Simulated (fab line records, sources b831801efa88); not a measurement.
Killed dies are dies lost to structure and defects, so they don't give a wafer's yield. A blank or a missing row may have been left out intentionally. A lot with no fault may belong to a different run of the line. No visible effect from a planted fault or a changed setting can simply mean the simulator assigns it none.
Which of the tools did it?	flow sky130	Sampling: 14 lots, 42 wafers, 4 of 708 route steps

## WHAT EACH GAUGE READ, for each wafer
SKY_VT_ADJUST_LVTN_TW_MEAS_21. Usual: VT_ADJUST_LVTN_2_TW typically reads 188.6, with standard deviation 1.9.
lot	measured	on	VT_ADJUST_LVTN_2_TW	flag
L207	day 7 13:47	film_metro-02	185.9 186.1 185.0	
L208	day 7 21:52	film_metro-02	185.9 185.6 186.4	
L210	day 8 13:21	film_metro-04	187.8 187.3 187.4	
L211	day 8 17:08	film_metro-04	187.1 188.1 185.8	
L212	day 9 04:31	film_metro-01	190.1 190.4 189.9	
L216	day 10 06:06	film_metro-01	192.3 191.1 190.5	
L217	day 10 13:18	film_metro-02	188.3 188.0 188.6	
L219	day 11 02:09	film_metro-01	190.6 190.9 190.6	
L221	day 11 14:54	film_metro-02	186.8 187.2 188.7	
L224	day 12 11:28	film_metro-01	190.4 190.3 190.6	
L226	day 13 02:55	film_metro-02	187.3 186.5 187.2	
L227	day 13 08:06	film_metro-01	191.3 191.7 191.8	
L228	day 13 18:58	film_metro-02	185.7 186.9 187.9	
L230	day 14 16:25	film_metro-04	187.9 187.6 186.9	

SKY_SONOS_ONO_OVL_MEAS_14. Usual: SONOS_ONO_OVL typically reads -0.7 nm, with standard deviation 1.2.
lot	measured	on	SONOS_ONO_OVL (nm)	flag
L207	day 12 09:15	overlay-01	-2.4 0.5 0.0	
L208	day 13 02:36	overlay-02	-0.4 2.0 -0.2	
L210	day 13 15:04	overlay-01	0.0 -0.5 -0.1	
L211	day 13 21:22	overlay-01	0.4 1.5 -0.9	
L212	day 14 10:18	overlay-02	-0.7 0.2 -0.5	
L216	day 15 14:35	overlay-02	1.3 0.2 0.9	
L217	day 16 02:39	overlay-02	-1.3 0.0 -2.0	
L219	day 16 16:52	overlay-02	-2.1 -1.3 0.0	
L221	day 17 07:34	overlay-02	0.5 -0.8 -1.0	
L224	day 18 09:41	overlay-02	-2.1 -0.8 -0.8	
L226	day 19 02:09	overlay-02	-3.2 -3.6 -2.1	
L227	day 19 11:07	overlay-01	0.7 -1.9 -1.0	
L228	day 19 22:37	overlay-02	-0.8 0.5 -0.5	
L230	day 20 21:15	overlay-02	-2.5 -1.2 0.1	

SKY_SPACER_THK_MEAS_01. Usual: SPACER_CVD_00_THK typically reads 43.1 nm, with standard deviation 0.36.
lot	measured	on	SPACER_CVD_00_THK (nm)	flag
L207	day 22 18:23	film_metro-03	43.4 43.5 43.3	
L208	day 23 07:42	film_metro-04	42.7 42.8 43.1	
L210	day 24 03:56	film_metro-02	43.2 42.9 43.2	
L211	day 24 11:42	film_metro-02	43.5 43.1 43.7	
L212	day 24 23:16	film_metro-02	42.7 43.0 42.9	
L216	day 26 04:00	film_metro-04	43.5 43.5 43.8	
L217	day 26 20:13	film_metro-03	42.8 42.5 43.0	
L219	day 27 07:43	film_metro-03	43.4 43.5 43.4	
L221	day 27 22:24	film_metro-02	42.9 43.1 42.8	
L224	day 28 22:56	film_metro-02	43.5 43.0 43.5	
L226	day 29 15:32	film_metro-02	43.1 43.2 43.2	
L227	day 30 02:01	film_metro-03	43.2 43.6 43.3	
L228	day 30 11:50	film_metro-02	43.4 43.7 43.1	
L230	day 31 07:41	film_metro-04	42.7 42.6 42.2	

## WHICH TOOL RAN EACH LOT (tool, then ch and the chambers of the sampled wafers, then the start)
lot	SKY_LDD_N_IMPLANT_15
L207	implanter-01 ch 0, day 17 12:40
L208	implanter-02 ch 0, day 18 03:06
L210	implanter-02 ch 0, day 18 22:19
L211	implanter-01 ch 0, day 19 06:01
L212	implanter-02 ch 0, day 19 17:04
L216	implanter-03 ch 0, day 20 23:14
L217	implanter-02 ch 0, day 21 15:28
L219	implanter-02 ch 0, day 22 03:02
L221	implanter-02 ch 0, day 22 20:43
L224	implanter-01 ch 0, day 23 21:58
L226	implanter-01 ch 0, day 24 14:33
L227	implanter-01 ch 0, day 25 00:01
L228	implanter-03 ch 0, day 25 10:53
L230	implanter-02 ch 0, day 26 10:02
- SKY_LDD_N_IMPLANT_15

## WHAT THE TOOLS THEMSELVES READ (means of the sampled wafers that have a number; where no wafer has one, the mark that the record gives instead)
SKY_LDD_N_IMPLANT_15. Usual: beam_on_s 10.03 s, standard deviation 0.21; dose_ions_cm2 4.999e+12, standard deviation 5.8e+09; faraday_current_uA 28.1, standard deviation 0.57.
lot	tool	beam_on_s (s)	dose_ions_cm2	faraday_current_uA	flag
L207	implanter-01	10.03	5.003e+12	28.2	
L208	implanter-02	9.98	5.004e+12	28.2	
L210	implanter-02	9.88	4.996e+12	28.6	
L211	implanter-01	9.90	4.994e+12	28.4	
L212	implanter-02	10.12	5.008e+12	27.9	
L216	implanter-03	10.13	4.998e+12	27.8	
L217	implanter-02	10.21	5.003e+12	27.6	
L219	implanter-02	9.93	4.994e+12	28.3	
L221	implanter-02	9.99	4.998e+12	28.2	
L224	implanter-01	9.85	5.000e+12	28.6	
L226	implanter-01	10.12	7.835e+12	43.6	OFF
L227	implanter-01	10.18	7.828e+12	43.4	OFF
L228	implanter-03	10.10	4.998e+12	27.9	
L230	implanter-02	9.95	4.995e+12	28.4	

## THE ANSWER, worked out from the rows above alone
Rule: a lot is off if the mean of its wafers that have a number lies more than 3 standard deviations from the usual mean. Also off: a lot with no number at a reading for which 4 or more lots have one. All remaining lots with rows at the step are treated as sound. The gauges are gone through in route order, then the tools' own readings, and for those a lot's mean is taken as printed above. The first step at which some lot is off is used, and at that step the reading that is off furthest; a lot without a number counts as furthest.
Off: L226, L227 (SKY_LDD_N_IMPLANT_15, dose_ions_cm2).
A tool fits if, at that step or a process step before it, it ran every lot that is off, and no sound lot after the first of them. One fits: SKY_LDD_N_IMPLANT_15 on implanter-01. Its last sound lot is L224 (day 23 21:58), its first lot that is off L226 (day 24 14:33): a fault that began between those two fits.
The tool's own readings at SKY_LDD_N_IMPLANT_15 bear it out: on the lots that are off they differ by more than 5 times the standard deviation of the sound lots' means. dose_ions_cm2 reads 7.832e+12 there against 4.999e+12 on the sound lots; faraday_current_uA reads 43.5 there against 28.2 on the sound lots.

## WHAT THE SIMULATOR HAD PUT IN
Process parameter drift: implanter-01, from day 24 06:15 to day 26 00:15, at SKY_LDD_N_IMPLANT_15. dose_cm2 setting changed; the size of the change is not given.
Shown lots that were struck: L226, L227. The same result came from the rule above.
